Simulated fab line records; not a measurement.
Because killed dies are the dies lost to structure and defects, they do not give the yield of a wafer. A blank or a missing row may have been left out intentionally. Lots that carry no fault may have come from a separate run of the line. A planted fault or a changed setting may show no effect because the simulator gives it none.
fab line records + flow gf180mcu
record
- lots=5
- wafers=15
- lastDay=33
route steps=602 shown STI@13
lots that met no fault: from a run of the same line without faults
startH: the number of hours between the record's first day and the start of the first shown wafer of the lot + waitH: time in hours since the lot's previous step + " the same as in the row above + L1.1+2: a row that stands for several wafers + - either no value or no given start + * or withheld: withheld + < > ~ a bound
route shown NAME@n: a module of which the file shows steps, and the number in the route of the first + usual: average and standard deviation across the fault-free wafers + same: alike in all rows + chamber/n: place in a boat + sites: readings site by site + _std_site: how widely they spread, as a standard deviation + _edge_site: mean of outer sites minus mean of inner sites + radiusMm: for every site, how far away it sits from the centre of the wafer + mask NAME#n: copy n + behind: tool/chamber where the wafer was last shaped + hold: why the lot went on hold/how many hours it stayed there/how the hold came to an end + device: names the non-switching transistor (n, p or np) + end of line: at the end of the route, the tests of the same wafers + where a step has no rows: the recipe by itself + killed: the dies lost at the first sort to structure and to defects; this is not the yield of the wafer + map: a wafer's dies, marking killed ones x, the rest . and places with no die _
set.NAME: the run value of the setting; set.NAME@STEP: its run value at that earlier step + model.NAME: the simulator's own value behind a step, which no gauge read
lots at some steps of the route; a table a step, a row a wafer
services: the hour from which a tool's chamber was out of use, counted from the record's first day as startH (under 0 if before that day), plus the number of hours and why
## steps
# step GF_STI_CD_MEAS_12
# recipe
- targetCdNm=220
# usual
- cdNm=220.3/1.1
| lot.wafer | tool     | chamber | startH | waitH | cdNm  |
|-----------|----------|---------|--------|-------|-------|
| L082.3    | cdSem-02 | -       | 65.73  | 0.1   | 219.1 |
| L082.4    | "        | -       | "      | "     | 219.5 |
| L082.5    | "        | -       | "      | "     | 219.9 |
| L083.2    | cdSem-01 | -       | 70.71  | 0.1   | 219.8 |
| L083.4    | "        | -       | "      | "     | 220.9 |
| L083.5    | "        | -       | "      | "     | 220.0 |
| L090.2    | cdSem-01 | -       | 106.50 | 0.1   | 219.5 |
| L090.3    | "        | -       | "      | "     | 219.9 |
| L090.6    | "        | -       | "      | "     | 220.8 |
| L091.1    | cdSem-02 | -       | 111.84 | 0.1   | 221.1 |
| L091.2    | "        | -       | "      | "     | 220.4 |
| L091.6    | "        | -       | "      | "     | 219.7 |
| L094.2    | cdSem-02 | -       | 128.85 | 0.1   | 219.9 |
| L094.3    | "        | -       | "      | "     | 219.4 |
| L094.4    | "        | -       | "      | "     | 219.9 |
# step GF_STI_ETCH_13
# recipe
- chemistry=CHF3/O2
- stopOn=Si
- overEtchFrac=0.3
- targetDepthA=2823.1
- sourceW=600
- biasW=200
- pressureMtorr=40
- chf3FlowSccm=50
- O2_flow_sccm=5
- timeS=112.9
# usual
- biasW=200.1/0.52
- chamberPressureMTorr=40.00/0.038
- drypumpMotorCurrentA=5.8/0.38
- oesProductAu=0.832/0.0057
- throttleValvePct=8.810/0.0094
# same
- overEtchFrac=0.3
| lot.wafer | tool       | chamber | startH | waitH | biasW | chamberPressureMTorr | drypumpMotorCurrentA | oesProductAu | rfHoursCounterH | throttleValvePct |
|-----------|------------|---------|--------|-------|-------|----------------------|----------------------|--------------|-----------------|------------------|
| L082.3    | rieDiel-04 | 2       | 65.81  | 0.1   | 200.6 | 39.97                | 6.4                  | 0.834        | 96              | 8.817            |
| L082.4    | "          | 1       | "      | "     | 199.8 | 40.03                | 6.0                  | 0.829        | 30              | 8.805            |
| L082.5    | "          | 1       | "      | "     | 200.7 | 39.95                | 6.0                  | 0.834        | -               | 8.793            |
| L083.2    | rieDiel-01 | 2       | 70.81  | 0.1   | 199.8 | 40.04                | 6.1                  | 0.835        | 108             | 8.813            |
| L083.4    | "          | 2       | "      | "     | 199.3 | 39.96                | 6.2                  | 0.833        | -               | 8.799            |
| L083.5    | "          | 3       | "      | "     | 199.6 | 39.99                | 5.8                  | 0.827        | -               | 8.804            |
| L090.2    | rieDiel-01 | 2       | 106.60 | 0.1   | 200.5 | 39.93                | 6.1                  | 0.826        | 109             | 8.821            |
| L090.3    | "          | 1       | "      | "     | 200.2 | 39.99                | 5.7                  | 0.830        | 36              | 8.816            |
| L090.6    | "          | 1       | "      | "     | 199.8 | 40.03                | 5.7                  | 0.827        | -               | 8.807            |
| L091.1    | rieDiel-03 | 3       | 111.96 | 0.1   | 200.4 | 40.01                | 5.8                  | 0.823        | 144             | 8.796            |
| L091.2    | "          | 0       | "      | "     | 199.8 | 39.90                | 5.3                  | 0.827        | 33              | 8.814            |
| L091.6    | "          | 1       | "      | "     | 199.4 | 39.98                | 5.7                  | 0.823        | -               | 8.815            |
| L094.2    | rieDiel-01 | 3       | 128.95 | 0.1   | 200.2 | 39.99                | 5.8                  | 0.838        | 20              | 8.807            |
| L094.3    | "          | 2       | "      | "     | 199.9 | 40.00                | 6.2                  | 0.825        | 110             | 8.809            |
| L094.4    | "          | 3       | "      | "     | 200.3 | 40.01                | 5.8                  | 0.838        | -               | 8.824            |
# step GF_STI_ETCH_14
# recipe
- target=Si
- chemistry=HBr/Cl2/O2
- targetDepthNm=360
- icpW=600
- biasW=150
- pressureMtorr=15
- HBr_flow_sccm=150
- Cl2_flow_sccm=40
- O2_flow_sccm=6
- timeS=102.9
# usual
- biasW=150.0/0.49
- chamberPressureMTorr=14.997/0.018
- drypumpMotorCurrentA=6.1/0.36
- oesProductAu=0.992/0.013
- throttleValvePct=25.662/0.012
| lot.wafer | tool     | chamber | startH | waitH | biasW | chamberPressureMTorr | drypumpMotorCurrentA | oesProductAu | rfHoursCounterH | throttleValvePct |
|-----------|----------|---------|--------|-------|-------|----------------------|----------------------|--------------|-----------------|------------------|
| L082.3    | rieSi-01 | 3       | 65.88  | 0.0   | 150.0 | 15.010               | 6.4                  | 0.995        | 57              | 25.648           |
| L082.4    | "        | 2       | "      | "     | 150.1 | 15.024               | 5.8                  | 1.016        | 14              | 25.651           |
| L082.5    | "        | 0       | "      | "     | 150.2 | 15.003               | 5.5                  | 0.978        | -               | 25.681           |
| L083.2    | rieSi-02 | 3       | 70.89  | 0.0   | 149.7 | 14.996               | 6.6                  | 1.005        | 140             | 25.646           |
| L083.4    | "        | 0       | "      | "     | 149.8 | 14.984               | 5.8                  | 0.988        | 73              | 25.664           |
| L083.5    | "        | 0       | "      | "     | 149.7 | 15.025               | 5.8                  | 0.992        | -               | 25.670           |
| L090.2    | rieSi-01 | 2       | 106.68 | 0.0   | 150.3 | 14.987               | 5.8                  | 1.004        | 14              | 25.659           |
| L090.3    | "        | 3       | "      | "     | 150.1 | 14.999               | 6.3                  | 1.004        | 57              | 25.661           |
| L090.6    | "        | 0       | "      | "     | 149.8 | 15.003               | 5.5                  | 0.987        | -               | 25.691           |
| L091.1    | rieSi-02 | 2       | 112.04 | 0.0   | 149.8 | 14.969               | 5.8                  | 0.985        | 0               | 25.673           |
| L091.2    | "        | 0       | "      | "     | 149.9 | 14.987               | 5.8                  | 0.983        | 74              | 25.678           |
| L091.6    | "        | 1       | "      | "     | 150.5 | 15.009               | 6.5                  | 0.997        | -               | 25.660           |
| L094.2    | rieSi-01 | 3       | 129.03 | 0.0   | 149.7 | 15.004               | 6.3                  | 0.999        | 57              | 25.635           |
| L094.3    | "        | 2       | "      | "     | 149.8 | 14.984               | 5.9                  | 1.004        | 14              | 25.655           |
| L094.4    | "        | 1       | "      | "     | 150.7 | 14.980               | 6.3                  | 1.014        | 41              | 25.659           |
# step GF_STI_STRIP_15
# recipe
- chemistry=O2/N2
- powerW=1400
- pressureMtorr=1500
- platenTempC=250
- o2FlowSccm=3000
- n2FlowSccm=300
- overashFraction=0.5
# usual
- chamberPressureMTorr=1500.1/1.4
- drypumpMotorCurrentA=5.7/0.46
- heaterPowerW=326/20
- oesProductAu=0.385/0.0057
- stripTimeToEndpointS=3.75/0.064
| lot.wafer | tool           | chamber | startH | waitH | chamberPressureMTorr | drypumpMotorCurrentA | heaterPowerW | oesProductAu | rfHoursCounterH | stripTimeToEndpointS |
|-----------|----------------|---------|--------|-------|----------------------|----------------------|--------------|--------------|-----------------|----------------------|
| L082.3    | plasmaAsher-04 | 1       | 65.99  | 0.1   | 1500.8               | 5.9                  | 328          | 0.399        | -               | 3.74                 |
| L082.4    | "              | 0       | "      | "     | 1499.6               | 6.0                  | 327          | 0.386        | -               | 3.77                 |
| L082.5    | "              | 0       | "      | "     | 1499.4               | 6.0                  | 331          | 0.393        | -               | 3.85                 |
| L083.2    | plasmaAsher-03 | 0       | 70.97  | 0.0   | 1500.5               | 6.1                  | 339          | 0.386        | 41              | 3.74                 |
| L083.4    | "              | 0       | "      | "     | 1498.8               | 6.1                  | 348          | 0.384        | -               | 3.74                 |
| L083.5    | "              | 1       | "      | "     | 1500.0               | 6.1                  | 349          | 0.386        | -               | 3.83                 |
| L090.2    | plasmaAsher-04 | 1       | 106.76 | 0.0   | 1501.1               | 6.0                  | 344          | 0.384        | 47              | 3.66                 |
| L090.3    | "              | 1       | "      | "     | 1499.6               | 5.9                  | 330          | 0.387        | -               | 3.70                 |
| L090.6    | "              | 1       | "      | "     | 1501.9               | 6.0                  | 334          | 0.379        | -               | 3.72                 |
| L091.1    | plasmaAsher-01 | 0       | 112.11 | 0.0   | 1503.2               | 5.2                  | 309          | 0.386        | 32              | 3.74                 |
| L091.2    | "              | 1       | "      | "     | 1499.6               | 5.0                  | 291          | 0.388        | 32              | 3.78                 |
| L091.6    | "              | 1       | "      | "     | 1500.5               | 5.0                  | 286          | 0.384        | -               | 3.80                 |
| L094.2    | plasmaAsher-04 | 1       | 129.11 | 0.0   | 1503.4               | 5.9                  | 336          | 0.379        | 50              | 3.78                 |
| L094.3    | "              | 0       | "      | "     | 1502.4               | 6.0                  | 324          | 0.391        | -               | 3.70                 |
| L094.4    | "              | 1       | "      | "     | 1500.4               | 6.0                  | 339          | 0.387        | -               | 3.79                 |
# step GF_STI_CLEAN_16
# recipe
- chemistry=dHF
- timeS=25
- dilution=100:1
| lot.wafer  | tool        | chamber | startH | waitH |
|------------|-------------|---------|--------|-------|
| L082.3+4+5 | wetBench-04 | 0       | 66.06  | 0.0   |
| L083.2+4+5 | wetBench-04 | 0       | 71.07  | 0.1   |
| L090.2+3+6 | wetBench-03 | 1       | 106.86 | 0.1   |
| L091.1+2+6 | wetBench-03 | 0       | 112.21 | 0.1   |
| L094.2+3+4 | wetBench-04 | 2       | 129.21 | 0.1   |
# step GF_STI_WET_ETCH_17
# recipe
- chemistry=H3PO4
- targetDepthNm=45
- tempC=160
- target=Si3N4
- timeS=514
| lot.wafer  | tool        | chamber | startH | waitH |
|------------|-------------|---------|--------|-------|
| L082.3+4+5 | wetBench-04 | 2       | 66.07  | 0.0   |
| L083.2+4+5 | wetBench-03 | 0       | 71.08  | 0.0   |
| L090.2+3+6 | wetBench-02 | 0       | 106.87 | 0.0   |
| L091.1+2+6 | wetBench-02 | 1       | 112.23 | 0.0   |
| L094.2+3+4 | wetBench-02 | 3       | 129.22 | 0.0   |
# step GF_STI_CLEAN_18
# recipe
- chemistry=SC1/SC2
- mix=1:4:20
- tempC=70
- timeS=150
| lot.wafer  | tool        | chamber | startH | waitH |
|------------|-------------|---------|--------|-------|
| L082.3+4+5 | wetBench-02 | 2       | 66.22  | 0.0   |
| L083.2+4+5 | wetBench-02 | 1       | 71.25  | 0.0   |
| L090.2+3+6 | wetBench-04 | 2       | 107.02 | 0.0   |
| L091.1+2+6 | wetBench-03 | 2       | 112.38 | 0.0   |
| L094.2+3+4 | wetBench-03 | 3       | 129.52 | 0.0   |
# step GF_STI_CLEAN_19
# recipe
- chemistry=dHF
- timeS=20
- dilution=100:1
| lot.wafer  | tool        | chamber | startH | waitH |
|------------|-------------|---------|--------|-------|
| L082.3+4+5 | wetBench-04 | 2       | 66.27  | 0.0   |
| L083.2+4+5 | wetBench-04 | 0       | 71.30  | 0.0   |
| L090.2+3+6 | wetBench-03 | 1       | 107.07 | 0.0   |
| L091.1+2+6 | wetBench-04 | 0       | 112.43 | 0.0   |
| L094.2+3+4 | wetBench-04 | 2       | 129.58 | 0.0   |
# step GF_STI_WET_ETCH_20
# recipe
- chemistry=dHF
- dilution=100:1
- targetDepthNm=20
- tempC=25
- dry=ipaMarangoni
- target=SiO2
- timeS=400
| lot.wafer  | tool        | chamber | startH | waitH |
|------------|-------------|---------|--------|-------|
| L082.3+4+5 | wetBench-02 | 0       | 66.29  | 0.0   |
| L083.2+4+5 | wetBench-03 | 0       | 71.31  | 0.0   |
| L090.2+3+6 | wetBench-02 | 3       | 107.09 | 0.0   |
| L091.1+2+6 | wetBench-02 | 1       | 112.44 | 0.0   |
| L094.2+3+4 | wetBench-02 | 1       | 129.59 | 0.0   |
## services
| tool           | chamber | startH | hours | kind          |
|----------------|---------|--------|-------|---------------|
| rieSi-02       | -       | 51.43  | 3.0   | repair        |
| rieDiel-03     | 1       | 56.62  | 10.2  | repair        |
| plasmaAsher-04 | -       | 64.37  | 1.3   | repair        |
| rieDiel-01     | 1       | 68.09  | 4.4   | repair        |
| rieDiel-04     | 2       | 76.07  | 2.6   | repair        |
| rieSi-01       | 3       | 77.14  | 1.3   | repair        |
| rieSi-02       | 2       | 81.41  | -     | clean         |
| rieSi-02       | 2       | 81.41  | 19.9  | scheduledDown |
| rieSi-02       | 2       | 81.41  | 19.9  | ventCycle     |
| wetBench-02    | -       | 88.17  | 3.0   | repair        |
| rieDiel-01     | 1       | 88.64  | 1.5   | repair        |
| rieDiel-03     | 3       | 99.16  | 9.1   | repair        |
| plasmaAsher-03 | -       | 103.55 | 2.8   | pm            |
| rieDiel-03     | 3       | 113.91 | 9.4   | repair        |
| wetBench-04    | -       | 121.96 | 1.3   | repair        |
| rieSi-01       | 2       | 124.01 | 4.1   | repair        |
| rieDiel-01     | 1       | 125.72 | 6.6   | repair        |
| rieSi-02       | 3       | 126.29 | -     | clean         |
| rieSi-02       | 3       | 126.29 | 17.3  | scheduledDown |
| rieSi-02       | 3       | 126.29 | 17.3  | ventCycle     |
## key
fault none
